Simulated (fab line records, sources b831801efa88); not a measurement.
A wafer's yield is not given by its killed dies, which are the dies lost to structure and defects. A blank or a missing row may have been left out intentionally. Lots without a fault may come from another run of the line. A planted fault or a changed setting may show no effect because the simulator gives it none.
Chamber matching || flow sfq-line || SFQ_TRILAYER_I0_CMP_CMP_028 on cmp-02 has 4 sister chambers
The step polishes SiO2. 18 wafers are shown with their chamber, then 9 later ones without.

## WAFERS, EACH WITH ITS CHAMBER
{"wafer": "L358.1", "chamber": 3, "motor-current-A (A)": 11.8, "time-to-endpoint-s (s)": 208, "slurry-filter-dp-kPa (kPa)": 13.46}
{"wafer": "L358.2", "chamber": 2, "motor-current-A (A)": 8.6, "time-to-endpoint-s (s)": 206, "slurry-filter-dp-kPa (kPa)": 13.42}
{"wafer": "L358.3", "chamber": 1, "motor-current-A (A)": 9.7, "time-to-endpoint-s (s)": 214, "slurry-filter-dp-kPa (kPa)": 13.49}
{"wafer": "L360.1", "chamber": 0, "motor-current-A (A)": 9.6, "time-to-endpoint-s (s)": 228, "slurry-filter-dp-kPa (kPa)": 13.65}
{"wafer": "L360.2", "chamber": 3, "motor-current-A (A)": 11.6, "time-to-endpoint-s (s)": 213, "slurry-filter-dp-kPa (kPa)": 13.48}
{"wafer": "L360.6", "chamber": 0, "motor-current-A (A)": 9.3, "time-to-endpoint-s (s)": 226, "slurry-filter-dp-kPa (kPa)": 13.59}
{"wafer": "L361.1", "chamber": 0, "motor-current-A (A)": 9.9, "time-to-endpoint-s (s)": 227, "slurry-filter-dp-kPa (kPa)": 13.39}
{"wafer": "L361.4", "chamber": 3, "motor-current-A (A)": 11.4, "time-to-endpoint-s (s)": 218, "slurry-filter-dp-kPa (kPa)": 13.51}
{"wafer": "L361.3", "chamber": 2, "motor-current-A (A)": 9.0, "time-to-endpoint-s (s)": 212, "slurry-filter-dp-kPa (kPa)": 13.76}
{"wafer": "L364.4", "chamber": 0, "motor-current-A (A)": 9.9, "time-to-endpoint-s (s)": 225, "slurry-filter-dp-kPa (kPa)": 13.22}
{"wafer": "L364.1", "chamber": 3, "motor-current-A (A)": 11.1, "time-to-endpoint-s (s)": 209, "slurry-filter-dp-kPa (kPa)": 13.60}
{"wafer": "L364.6", "chamber": 1, "motor-current-A (A)": 9.6, "time-to-endpoint-s (s)": 205, "slurry-filter-dp-kPa (kPa)": 13.63}
{"wafer": "L365.1", "chamber": 0, "motor-current-A (A)": 9.5, "time-to-endpoint-s (s)": 222, "slurry-filter-dp-kPa (kPa)": 13.46}
{"wafer": "L365.3", "chamber": 1, "motor-current-A (A)": 9.8, "time-to-endpoint-s (s)": 212, "slurry-filter-dp-kPa (kPa)": 13.56}
{"wafer": "L365.5", "chamber": 0, "motor-current-A (A)": 10.0, "time-to-endpoint-s (s)": 232, "slurry-filter-dp-kPa (kPa)": 13.53}
{"wafer": "L366.1", "chamber": 0, "motor-current-A (A)": 9.6, "time-to-endpoint-s (s)": 221, "slurry-filter-dp-kPa (kPa)": 13.32}
{"wafer": "L366.5", "chamber": 2, "motor-current-A (A)": 8.4, "time-to-endpoint-s (s)": 208, "slurry-filter-dp-kPa (kPa)": 13.54}
{"wafer": "L366.6", "chamber": 1, "motor-current-A (A)": 9.5, "time-to-endpoint-s (s)": 220, "slurry-filter-dp-kPa (kPa)": 13.35}

SIGNATURES (averages over the wafers above)
{"reading": "motor-current-A", "chamber 0": 9.686, "chamber 1": 9.650, "chamber 2": 8.667, "chamber 3": 11.475, "scatter within a chamber": 0.253}
{"reading": "time-to-endpoint-s", "chamber 0": 225.86, "chamber 1": 212.75, "chamber 2": 208.67, "chamber 3": 212.00, "scatter within a chamber": 4.46}
{"reading": "slurry-filter-dp-kPa", "chamber 0": 13.4514, "chamber 1": 13.5075, "chamber 2": 13.5733, "chamber 3": 13.5125, "scatter within a chamber": 0.135}
Rule: for each reading, subtract the chamber's mean from the wafer's reading, divide by that reading's scatter and square the result; add these up over the readings and take the root, which gives the wafer's distance from the chamber. The wafer belongs to the nearest chamber; if the next one is less than 2 further off, it can't be placed. The scatter: the root of (the sum of the squares of (reading less its chamber's mean) over the shown wafers, divided by (wafers less chambers)).

## WAFERS MISSING THEIR CHAMBER
{"wafer": "L375.3", "motor-current-A (A)": 9.8, "time-to-endpoint-s (s)": 215, "slurry-filter-dp-kPa (kPa)": 13.56}
{"wafer": "L375.5", "motor-current-A (A)": 9.7, "time-to-endpoint-s (s)": 223, "slurry-filter-dp-kPa (kPa)": 13.48}
{"wafer": "L375.6", "motor-current-A (A)": 11.3, "time-to-endpoint-s (s)": 212, "slurry-filter-dp-kPa (kPa)": 13.38}
{"wafer": "L377.1", "motor-current-A (A)": 11.6, "time-to-endpoint-s (s)": 215, "slurry-filter-dp-kPa (kPa)": 13.42}
{"wafer": "L377.2", "motor-current-A (A)": 9.8, "time-to-endpoint-s (s)": 218, "slurry-filter-dp-kPa (kPa)": 13.73}
{"wafer": "L377.5", "motor-current-A (A)": 9.6, "time-to-endpoint-s (s)": 210, "slurry-filter-dp-kPa (kPa)": 13.38}
{"wafer": "L379.1", "motor-current-A (A)": 8.5, "time-to-endpoint-s (s)": 205, "slurry-filter-dp-kPa (kPa)": 13.52}
{"wafer": "L379.5", "motor-current-A (A)": 9.8, "time-to-endpoint-s (s)": 211, "slurry-filter-dp-kPa (kPa)": 13.66}
{"wafer": "L379.6", "motor-current-A (A)": 9.8, "time-to-endpoint-s (s)": 231, "slurry-filter-dp-kPa (kPa)": 13.54}

## THE CHAMBER EACH PASSED THROUGH
{"wafer": "L375.3", "from the rows above": "can't be placed: 1 or 0", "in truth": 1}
{"wafer": "L375.5", "from the rows above": "can't be placed: 0 or 1", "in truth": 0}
{"wafer": "L375.6", "from the rows above": 3, "in truth": 3}
{"wafer": "L377.1", "from the rows above": 3, "in truth": 3}
{"wafer": "L377.2", "from the rows above": "can't be placed: 1 or 0", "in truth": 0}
{"wafer": "L377.5", "from the rows above": 1, "in truth": 1}
{"wafer": "L379.1", "from the rows above": 2, "in truth": 2}
{"wafer": "L379.5", "from the rows above": 1, "in truth": 1}
{"wafer": "L379.6", "from the rows above": 0, "in truth": 0}
Correct placement for 6 of the 9. These rows do not allow placing 3 (true chamber among the candidates in 3). Wrongly placed: 0.
